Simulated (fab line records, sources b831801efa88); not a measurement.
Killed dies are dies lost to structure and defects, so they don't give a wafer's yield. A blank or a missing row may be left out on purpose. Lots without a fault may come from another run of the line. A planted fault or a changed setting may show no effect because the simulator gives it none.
A struck lot beside a sound one | flow sfq_line | 26 steps out of a route of 325
Sound: wafers L215.2, L215.4, L215.6. Struck: wafers L220.4, L220.6. (L220.2 of the same lot was not struck and is left out.) The cause comes at the end.
At each step with rows: each side's tool, then ch and its chambers, then its first start. Under that, the readings that differ: sound wafers | struck wafers | difference of the means | sigmas: that difference in standard deviations of wafers without a fault.
alike: readings whose means differ by less than 2 such deviations, and words and numbers that are the same on both sides. not compared: withheld readings, readings that some wafer has no value for, bounds like >300 that may hide the same value, and numbers for which the record gives no deviation and whose values overlap.
The two part at a step that has a row with sigmas, a row that says differs or no value, or rows on one side only. Numbers that don't overlap but have no deviation are shown without sigmas and don't part them. A reading that every wafer of one side lacks parts them only if that side has two wafers or more.

SFQ_L0_RS_MEAS_901: measures by four-point-probe.
  sound on film_metro-02, day 1 17:35; struck on film_metro-04, day 2 18:35
  alike: L0_MONX_KI_RS
SFQ_L0_THK_MEAS_902: measures by xrf.
  sound on film_metro-02, day 1 17:41; struck on film_metro-04, day 2 18:41
  alike: L0_MONX_KI_THK
then, 6 steps without rows for these wafers: SFQ_TRILAYER_L0_LITHO_COAT_010 (resist thk 62 nm); SFQ_TRILAYER_L0_LITHO_COAT_005 (resist thk 600 nm); SFQ_TRILAYER_L0_LITHO_SOFTBAKE_009; SFQ_TRILAYER_L0_LITHO_EXPOSE_006 (exposes mask L0, target cd 2000 nm); SFQ_TRILAYER_L0_LITHO_PEB_008 (peb time 60 s); SFQ_TRILAYER_L0_LITHO_DEVELOP_007 (time 60 s).
-- the record jumps here: 3 days lie between the struck wafers' starts before and after --
SFQ_TRILAYER_L0_BARC_OPEN_METAL_ETCH_010: etches BARC in O2, target depth 125 nm, time 41.7 s.
  sound on rie_metal-01 ch 0,1, day 4 17:55; struck on rie_metal-04 ch 0, day 5 22:13
  alike: drypump_motor_current_A, oes_product_au, rf_fwd_power_W
  not compared: rf_hours_counter_h
SFQ_TRILAYER_L0_ETCH_METAL_ETCH_008: etches MoNx KI in SF6/O2, stops on SiO2, target depth 50 nm, time 25 s.
  sound on rie_metal-01 ch 0,1, day 4 17:58; struck on rie_metal-04 ch 0, day 5 22:16
  alike: drypump_motor_current_A, oes_product_au, rf_fwd_power_W
  not compared: rf_hours_counter_h
SFQ_TRILAYER_L0_STRIP_STRIP_009: strips in O2.
  sound on rie_metal-01 ch 0,1, day 4 18:01; struck on rie_metal-04 ch 0, day 5 22:19
  reading               | sound             | struck      | difference | sigmas
  oes_product_au (a.u.) | 0.997 1.007 0.996 | 0.984 0.985 | -0.016     | -2
  alike: drypump_motor_current_A
  not compared: rf_hours_counter_h
then, 1 step without rows for these wafers: SFQ_TRILAYER_L0_STRIP_SOLV_CLEAN_010 (cleans in NMP, time 600 s).
SFQ_TRILAYER_L0_CAP_PECVD_011: deposits SiO2 from SiH4/N2O, time 13.333 s, target thk 60 nm.
  sound on pecvd-03 ch 0,1,2, day 4 18:47; struck on pecvd-03 ch 1,2, day 5 23:05
  alike: heater_power_w, rf_fwd_power_W, throttle_valve_pct
  not compared: model.SiO2_of_TRILAYER_L0_CAP_PECVD_011.thk_nm
then, 6 steps without rows for these wafers: SFQ_TRILAYER_L0_VIA_LITHO_COAT_018 (resist thk 62 nm); SFQ_TRILAYER_L0_VIA_LITHO_COAT_013 (resist thk 650 nm); SFQ_TRILAYER_L0_VIA_LITHO_SOFTBAKE_017; SFQ_TRILAYER_L0_VIA_LITHO_EXPOSE_014 (exposes mask L0V, target cd 700 nm); SFQ_TRILAYER_L0_VIA_LITHO_PEB_016 (peb time 60 s); SFQ_TRILAYER_L0_VIA_LITHO_DEVELOP_015 (time 60 s).
-- the record jumps here: 4 days lie between the struck wafers' starts before and after --
SFQ_L0V_OVL_MEAS_903:
  sound on overlay-01, day 7 21:51; struck on overlay-01, day 9 19:22
  alike: L0V_OVL
SFQ_TRILAYER_L0_VIA_BARC_OPEN_VIA_ETCH_021: etches BARC in O2, target depth 125 nm, time 41.7 s.
  sound on rie_diel-01 ch 1,2, day 7 21:53; struck on rie_diel-04 ch 1,3, day 9 19:24
  alike: drypump_motor_current_A, oes_product_au, rf_fwd_power_W
  not compared: rf_hours_counter_h
SFQ_TRILAYER_L0_VIA_ETCH_VIA_ETCH_016: etches SiO2 in CHF3, stops on MoNx KI, target depth 80 nm.
  sound on rie_diel-01 ch 1,2, day 7 21:55; struck on rie_diel-04 ch 1,3, day 9 19:26
  alike: drypump_motor_current_A, oes_product_au, rf_fwd_power_W
  not compared: model.etch.depth_nm, model.L0V.feature_depth_nm
SFQ_TRILAYER_L0_VIA_STRIP_STRIP_017: strips in O2.
  sound on rie_metal-02 ch 0,1, day 7 21:58; struck on rie_metal-04 ch 0,1, day 9 19:29
  alike: drypump_motor_current_A, oes_product_au
  not compared: rf_hours_counter_h
then, 1 step without rows for these wafers: SFQ_TRILAYER_L0_VIA_STRIP_SOLV_CLEAN_018 (cleans in NMP, time 600 s).
SFQ_TRILAYER_M0_DEP_PRE_CLEAN_020: time 15 s.
  sound on pvd_sputter-04, day 7 22:46; struck on pvd_sputter-05, day 9 20:16
  not compared: model.SiO2_of_TRILAYER_L0_CAP_PECVD_011.thk_nm
then, 1 step without rows for these wafers: SFQ_TRILAYER_M0_DEP_SPUTTER_019 (material Nb, target thk 200 nm, time 133.3 s).

WHERE THEY PART
Only at SFQ_TRILAYER_L0_STRIP_STRIP_009, within this record. Later steps at which nothing parts them and some readings are alike: SFQ_TRILAYER_L0_CAP_PECVD_011, SFQ_L0V_OVL_MEAS_903, SFQ_TRILAYER_L0_VIA_BARC_OPEN_VIA_ETCH_021, SFQ_TRILAYER_L0_VIA_ETCH_VIA_ETCH_016, SFQ_TRILAYER_L0_VIA_STRIP_STRIP_017.

WHY: what the simulator had put in
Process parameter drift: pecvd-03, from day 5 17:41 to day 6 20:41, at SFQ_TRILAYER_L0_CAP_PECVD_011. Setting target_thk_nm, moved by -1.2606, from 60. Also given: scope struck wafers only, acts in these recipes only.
